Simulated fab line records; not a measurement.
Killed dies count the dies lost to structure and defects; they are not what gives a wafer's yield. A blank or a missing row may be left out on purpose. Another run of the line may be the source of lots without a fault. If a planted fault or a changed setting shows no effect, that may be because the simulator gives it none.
8D (eight disciplines) problem report, filled in by code -- flow gf180mcu -- the parts of the form that need people (team, actions taken, sign-off) are left out

1. WHAT WENT WRONG
Wafers without a fault read 0.716 a.u. with a standard deviation of 0.0047, while oes product au at GF_DUAL_GATE_STRIP_13 averages 0.858 a.u. across 3 wafers of 1 lot. Measured from the usual mean, that is +30 standard deviations.
The step: strips in O2/N2.
Earliest sighting: wafer L138.1 on plasma asher-03 at day 11 18:03. Wafers with a number at this step in the record: 39, from 13 lots. Rule for "out" (also "out of limits"): further than 4 standard deviations from the usual mean. Any other wafer with a number is counted as sound.

2. WHAT THIS IS AND IS NOT
question,is,is not
which readings at this step,oes product au,"drypump motor current A, platen temp c"
which lots,L138,"L126, L127, L128, L130, L131, L134, L142, L143, L145, L146, L147, L148"
which wafers of those lots,all that have a number,-
read on which tools,plasma asher-03,"plasma asher-01, plasma asher-02"
when,from day 11 18:03,"up to then (18 sound wafers); but 18 sound wafers of L142, L143, L145, L146, L147, L148 came after"

3. THE SUSPECTS, EACH WITH WHAT RULES IT OUT
Counting: any tool at a process step up to the reading is kept as a suspect provided that every lot that is out went through it and no sound lot did after the first of them.
- plasma asher-03 at GF_DUAL_GATE_STRIP_13 (strips in O2/N2): ruled out as a lasting fault. Following L138 (day 11 18:03), the first lot on it that is out, the sound lots L148 were run on it.
Left after counting: nothing in the record.

4. THE CAUSE (what the simulator had put in)
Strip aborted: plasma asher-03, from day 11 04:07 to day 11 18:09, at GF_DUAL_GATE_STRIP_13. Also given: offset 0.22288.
Counting ruled it out, wrongly.

5. THE EFFECT CHAIN, in route order
Rows list readings where the struck wafers' mean (over those with a number) sits beyond 3 standard deviations from the usual. Only readings whose record carries a usual standard deviation are examined. hours: median over the lots of the time between each lot's start at the first step of this table that gives one and its start at this step. sigmas: the change, counted in usual standard deviations.
hours,step,reading,usual,on struck wafers,change,sigmas
0,GF_DUAL_GATE_STRIP_13,oes product au,0.716 a.u.,0.858,+0.142,+30
Process steps it contains:
- GF_DUAL_GATE_STRIP_13: strips in O2/N2.
Readings that are blank on the struck wafers while sound wafers have them: strip time to endpoint s at GF_DUAL_GATE_STRIP_13.
Later steps that measure or inspect, where all struck wafers having a row at the step show a number for every such reading and not one has moved that far: GF_POLY_GATE_OVL_MEAS_11.

6. WHAT WOULD HAVE CAUGHT IT SOONER
The fault began at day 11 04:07; the first out-of-limits reading in this record came at day 11 18:03, 14 hours later.
